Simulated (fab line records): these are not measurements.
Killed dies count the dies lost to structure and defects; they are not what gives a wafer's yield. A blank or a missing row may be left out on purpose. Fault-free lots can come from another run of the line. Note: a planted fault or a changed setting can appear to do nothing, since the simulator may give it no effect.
fab line records -- flow sky130 -- part 2 of 2: steps 23 to 32 of 32
record: lots: 5, wafers: 15, lastDay: 50
route steps=708 shown LDD_LDN@297 SPACER@304 POLY_CUT@307 SD_P@320
lots that met no fault: from a run of the same line without faults
startH: hours from the record's first day to the start of the lot's first wafer shown -- waitH: hours from the lot's prior step to this one -- " as in the row above -- L1.1+2: several wafers, shown together as one row -- - either no value or no given start -- * or withheld: withheld -- < > ~ a bound
route shown NAME@n: names a module that has steps shown in the file, with the first one's number in the route -- usual: mean/standard deviation taken from wafers without a fault -- same: alike in all rows -- chamber/n: place in a boat -- sites: per-site readings -- _std_site: the standard deviation of these -- _edge_site: the outer-site mean with the inner-site mean subtracted -- radiusMm: for every site, how far away it sits from the centre of the wafer -- mask NAME#n: copy n -- behind: tool/chamber where the wafer was last shaped -- hold: what put the lot on hold/how long, in hours/how the hold closed -- device: the n, p or np transistor that did not switch -- end of line: at the end of the route, the tests of the same wafers -- a step given without rows: its recipe and nothing more -- killed: dies that structure and defects cost at the first sort, which is not the same as the wafer's yield -- map: a wafer's dies, marking killed ones x, the rest . and places with no die _
set.NAME: the setting as run; set.NAME@STEP: as run at that earlier step -- model.NAME: the simulator's own value behind a step, which no gauge read
lots at selected steps of the route; one table per step, one row per wafer
services: when a tool's chamber went out of use (startH, in hours from the record's first day, below 0 if earlier), for how many hours, and the reason
== steps ==
step: SKY_POLY_CUT_STRIP_12
recipe: chemistry: O2/N2, powerW: 1400, pressureMtorr: 1500, platenTempC: withheld, o2FlowSccm: 3000, n2FlowSccm: 300, overashFraction: 0.5
usual: drypumpMotorCurrentA: 5.4/0.41, oesProductAu: 0.452/0.0047, stripTimeToEndpointS: 5.354/0.017
lot.wafer,tool,chamber,startH,waitH,drypumpMotorCurrentA,oesProductAu,rfHoursCounterH,stripTimeToEndpointS
L077.1,plasmaAsher-01,0,581.75,0.0,5.1,0.455,16,5.347
L077.5,plasmaAsher-01,0,581.75,0.0,5.0,0.463,-,5.341
L077.6,plasmaAsher-01,1,581.75,0.0,5.0,0.448,-,5.326
L085.3,plasmaAsher-03,0,672.88,0.1,6.1,0.457,-,5.361
L085.4,plasmaAsher-03,1,672.88,0.1,5.3,0.444,-,5.361
L085.6,plasmaAsher-03,1,672.88,0.1,5.3,0.448,-,5.339
L086.1,plasmaAsher-02,1,674.30,0.0,5.7,0.456,87,5.379
L086.2,plasmaAsher-02,0,674.30,0.0,5.0,0.449,87,5.375
L086.3,plasmaAsher-02,1,674.30,0.0,5.6,0.449,-,5.350
L089.3,plasmaAsher-03,0,689.29,0.1,6.1,0.459,-,5.354
L089.4,plasmaAsher-03,1,689.29,0.1,5.3,0.456,-,5.361
L089.5,plasmaAsher-03,0,689.29,0.1,6.1,0.450,-,5.358
L097.1,plasmaAsher-03,0,743.55,0.0,6.1,0.448,0,5.383
L097.3,plasmaAsher-03,1,743.55,0.0,5.3,0.445,-,5.359
L097.6,plasmaAsher-03,1,743.55,0.0,5.3,0.452,-,5.378
step: SKY_SD_P_DEHYDRATE_00
recipe: tempC: 200, timeS: 60
usual: plateTempC: 200.02/0.14, resistLineTempC: 22.98/0.093
same: timeS: 60
lot.wafer,tool,chamber,startH,waitH,plateTempC,resistLineTempC
L077.1,lithoTrack-03,0,596.16,14.4,199.90,23.16
L077.5,lithoTrack-03,0,596.16,14.4,200.29,23.23
L077.6,lithoTrack-03,0,596.16,14.4,199.89,23.09
L085.3,lithoTrack-03,0,686.31,13.4,200.03,22.89
L085.4,lithoTrack-03,0,686.31,13.4,199.86,22.95
L085.6,lithoTrack-03,0,686.31,13.4,199.68,22.95
L086.1,lithoTrack-01,0,687.83,13.5,200.08,23.01
L086.2,lithoTrack-01,0,687.83,13.5,200.04,22.87
L086.3,lithoTrack-01,0,687.83,13.5,199.79,22.83
L089.3,lithoTrack-01,0,702.38,13.1,200.24,23.22
L089.4,lithoTrack-01,0,702.38,13.1,200.17,23.03
L089.5,lithoTrack-01,0,702.38,13.1,199.93,23.06
L097.1,lithoTrack-02,0,756.61,13.0,200.06,23.07
L097.3,lithoTrack-02,0,756.61,13.0,199.74,22.97
L097.6,lithoTrack-02,0,756.61,13.0,199.95,23.01
step: SKY_SD_P_HMDS_01
recipe: primeTimeS: 60, primeTempC: 120
usual: primeTempC: 120.02/0.16, resistLineTempC: 22.97/0.1
lot.wafer,tool,chamber,startH,waitH,primeTempC,resistLineTempC
L077.1,lithoTrack-03,0,596.31,0.1,120.13,23.07
L077.5,lithoTrack-03,0,596.31,0.1,120.11,23.04
L077.6,lithoTrack-03,0,596.31,0.1,120.09,23.01
L085.3,lithoTrack-03,0,686.46,0.1,119.90,22.92
L085.4,lithoTrack-03,0,686.46,0.1,119.80,22.89
L085.6,lithoTrack-03,0,686.46,0.1,120.00,22.91
L086.1,lithoTrack-01,0,687.98,0.1,120.20,22.98
L086.2,lithoTrack-01,0,687.98,0.1,120.29,22.95
L086.3,lithoTrack-01,0,687.98,0.1,120.36,22.97
L089.3,lithoTrack-01,0,702.53,0.1,119.92,22.87
L089.4,lithoTrack-01,0,702.53,0.1,119.91,22.99
L089.5,lithoTrack-01,0,702.53,0.1,119.98,22.95
L097.1,lithoTrack-02,0,756.76,0.1,119.92,22.96
L097.3,lithoTrack-02,0,756.76,0.1,120.03,22.98
L097.6,lithoTrack-02,0,756.76,0.1,120.24,23.02
step: SKY_SD_P_COAT_02
recipe: resist: NOVOLAK, spinRpm: 3000, resistThkNm: 1140
usual: resistLineTempC: 23.01/0.11
lot.wafer,tool,chamber,startH,waitH,resistLineTempC
L077.1,lithoTrack-03,0,596.46,0.1,23.00
L077.5,lithoTrack-03,0,596.46,0.1,23.00
L077.6,lithoTrack-03,0,596.46,0.1,23.03
L085.3,lithoTrack-03,0,686.61,0.1,23.04
L085.4,lithoTrack-03,0,686.61,0.1,23.02
L085.6,lithoTrack-03,0,686.61,0.1,22.91
L086.1,lithoTrack-01,0,688.13,0.1,23.02
L086.2,lithoTrack-01,0,688.13,0.1,23.10
L086.3,lithoTrack-01,0,688.13,0.1,22.97
L089.3,lithoTrack-01,0,702.68,0.1,23.05
L089.4,lithoTrack-01,0,702.68,0.1,22.95
L089.5,lithoTrack-01,0,702.68,0.1,23.17
L097.1,lithoTrack-02,0,756.91,0.1,23.02
L097.3,lithoTrack-02,0,756.91,0.1,22.91
L097.6,lithoTrack-02,0,756.91,0.1,23.15
step: SKY_SD_P_SOFTBAKE_03
recipe: tempC: 90, timeS: 60, resist: NOVOLAK
usual: plateTempC: 90.02/0.12, resistLineTempC: 23.02/0.13
same: timeS: 60
lot.wafer,tool,chamber,startH,waitH,plateTempC,resistLineTempC
L077.1,lithoTrack-03,0,596.61,0.1,89.94,23.03
L077.5,lithoTrack-03,0,596.61,0.1,90.10,23.04
L077.6,lithoTrack-03,0,596.61,0.1,89.88,23.02
L085.3,lithoTrack-03,0,686.76,0.1,90.03,22.81
L085.4,lithoTrack-03,0,686.76,0.1,90.05,23.15
L085.6,lithoTrack-03,0,686.76,0.1,90.08,23.17
L086.1,lithoTrack-01,0,688.28,0.1,90.24,22.98
L086.2,lithoTrack-01,0,688.28,0.1,89.98,22.95
L086.3,lithoTrack-01,0,688.28,0.1,90.03,23.08
L089.3,lithoTrack-01,0,702.83,0.1,90.08,22.81
L089.4,lithoTrack-01,0,702.83,0.1,90.14,22.86
L089.5,lithoTrack-01,0,702.83,0.1,89.94,22.94
L097.1,lithoTrack-02,0,757.06,0.1,89.90,23.09
L097.3,lithoTrack-02,0,757.06,0.1,90.02,22.89
L097.6,lithoTrack-02,0,757.06,0.1,90.32,22.95
step: SKY_SD_P_EXPOSE_04
recipe: maskId: PSDM, na: 0.6, sourceShape: conventional, sigmaOuter: 0.6, polarization: unpolarized, targetCdNm: 380, doseMj: 138
same: sigmaOuter: 0.6
lot.wafer,tool,chamber,startH,waitH,mask
L077.1+5+6,ilineStepper-02,0,-,-,PSDM#0
L085.3+4+6,ilineStepper-01,0,-,-,PSDM#0
L086.1+2+3,ilineStepper-02,0,-,-,PSDM#0
L089.3+4+5,ilineStepper-02,0,-,-,PSDM#0
L097.1+3+6,ilineStepper-01,0,-,-,PSDM#0
step: SKY_SD_P_PEB_05
recipe: tempC: withheld, timeS: *, resist: NOVOLAK
usual: resistLineTempC: *
same: timeS: *
lot.wafer,tool,chamber,startH,waitH,resistLineTempC
L077.1,lithoTrack-01,0,-,-,*
L077.5,lithoTrack-01,0,-,-,*
L077.6,lithoTrack-01,0,-,-,*
L085.3,lithoTrack-03,0,-,-,*
L085.4,lithoTrack-03,0,-,-,*
L085.6,lithoTrack-03,0,-,-,*
L086.1,lithoTrack-01,0,-,-,*
L086.2,lithoTrack-01,0,-,-,*
L086.3,lithoTrack-01,0,-,-,*
L089.3,lithoTrack-02,0,-,-,*
L089.4,lithoTrack-02,0,-,-,*
L089.5,lithoTrack-02,0,-,-,*
L097.1,lithoTrack-03,0,-,-,*
L097.3,lithoTrack-03,0,-,-,*
L097.6,lithoTrack-03,0,-,-,*
step: SKY_SD_P_DEVELOP_06
recipe: resist: NOVOLAK, developer: TMAH, developTimeS: 60, devTempC: 23
usual: resistLineTempC: 23.01/0.1
lot.wafer,tool,chamber,startH,waitH,resistLineTempC
L077.1,lithoTrack-01,0,611.03,0.1,22.98
L077.5,lithoTrack-01,0,611.03,0.1,22.99
L077.6,lithoTrack-01,0,611.03,0.1,22.88
L085.3,lithoTrack-03,0,700.61,0.1,23.10
L085.4,lithoTrack-03,0,700.61,0.1,22.97
L085.6,lithoTrack-03,0,700.61,0.1,23.06
L086.1,lithoTrack-01,0,701.88,0.1,22.98
L086.2,lithoTrack-01,0,701.88,0.1,22.96
L086.3,lithoTrack-01,0,701.88,0.1,22.85
L089.3,lithoTrack-02,0,716.11,0.1,22.86
L089.4,lithoTrack-02,0,716.11,0.1,23.03
L089.5,lithoTrack-02,0,716.11,0.1,22.91
L097.1,lithoTrack-03,0,770.02,0.1,23.04
L097.3,lithoTrack-03,0,770.02,0.1,22.88
L097.6,lithoTrack-03,0,770.02,0.1,22.94
step: SKY_SD_P_CD_MEAS_07
recipe: targetCdNm: 380
usual: cdNm: 380.3/2.7
lot.wafer,tool,chamber,startH,waitH,cdNm
L077.1,cdSem-02,-,611.18,0.1,380.6
L077.5,cdSem-02,-,611.18,0.1,376.1
L077.6,cdSem-02,-,611.18,0.1,380.2
L085.3,cdSem-01,-,700.75,0.1,380.0
L085.4,cdSem-01,-,700.75,0.1,380.0
L085.6,cdSem-01,-,700.75,0.1,379.7
L086.1,cdSem-02,-,702.03,0.1,385.3
L086.2,cdSem-02,-,702.03,0.1,384.1
L086.3,cdSem-02,-,702.03,0.1,383.5
L089.3,cdSem-02,-,716.25,0.1,381.9
L089.4,cdSem-02,-,716.25,0.1,379.2
L089.5,cdSem-02,-,716.25,0.1,378.7
L097.1,cdSem-02,-,770.17,0.1,373.7
L097.3,cdSem-02,-,770.17,0.1,375.2
L097.6,cdSem-02,-,770.17,0.1,373.8
step: SKY_SD_P_OVL_MEAS_08
usual: SD_P_OVL: 0.7/1.1
lot.wafer,tool,chamber,startH,waitH,SD_P_OVL[nm]
L077.1,overlay-01,-,611.30,0.1,1.3
L077.5,overlay-01,-,611.30,0.1,1.6
L077.6,overlay-01,-,611.30,0.1,1.1
L085.3,overlay-02,-,700.85,0.1,1.6
L085.4,overlay-02,-,700.85,0.1,1.0
L085.6,overlay-02,-,700.85,0.1,0.6
L086.1,overlay-02,-,702.15,0.1,-0.2
L086.2,overlay-02,-,702.15,0.1,-0.5
L086.3,overlay-02,-,702.15,0.1,-1.2
L089.3,overlay-01,-,716.35,0.1,2.5
L089.4,overlay-01,-,716.35,0.1,1.8
L089.5,overlay-01,-,716.35,0.1,2.7
L097.1,overlay-02,-,770.29,0.1,0.7
L097.3,overlay-02,-,770.29,0.1,0.9
L097.6,overlay-02,-,770.29,0.1,0.6
== services ==
tool,chamber,startH,hours,kind
rieDiel-01,2,539.57,4.8,repair
krfScanner-02,-,552.69,1.0,pm
implanter-03,-,553.14,3.1,repair
krfScanner-02,-,553.69,1.3,pm
krfScanner-02,-,562.62,4.4,pm
implanter-03,-,570.01,29.9,pm
rieDiel-03,-,583.65,1.5,repair
rieDiel-03,2,585.45,5.3,repair
krfScanner-02,-,600.28,0.8,pm
rieDiel-03,1,609.32,21.4,repair
rieDiel-01,1,613.30,73.2,repair
implanter-02,-,626.88,1.4,repair
rieDiel-01,3,653.85,10.1,repair
plasmaAsher-02,-,661.57,6.3,repair
implanter-02,-,666.09,10.0,repair
ilineStepper-02,-,667.04,5.3,repair
ilineStepper-02,-,674.89,1.7,pm
implanter-01,-,678.25,6.1,pm
rieDiel-01,0,693.57,5.1,repair
implanter-03,-,722.29,3.9,pm
rieDiel-01,2,737.54,132.0,repair
implanter-01,-,740.08,1.7,repair
implanter-01,-,745.60,3.9,repair
implanter-02,-,747.00,2.3,pm
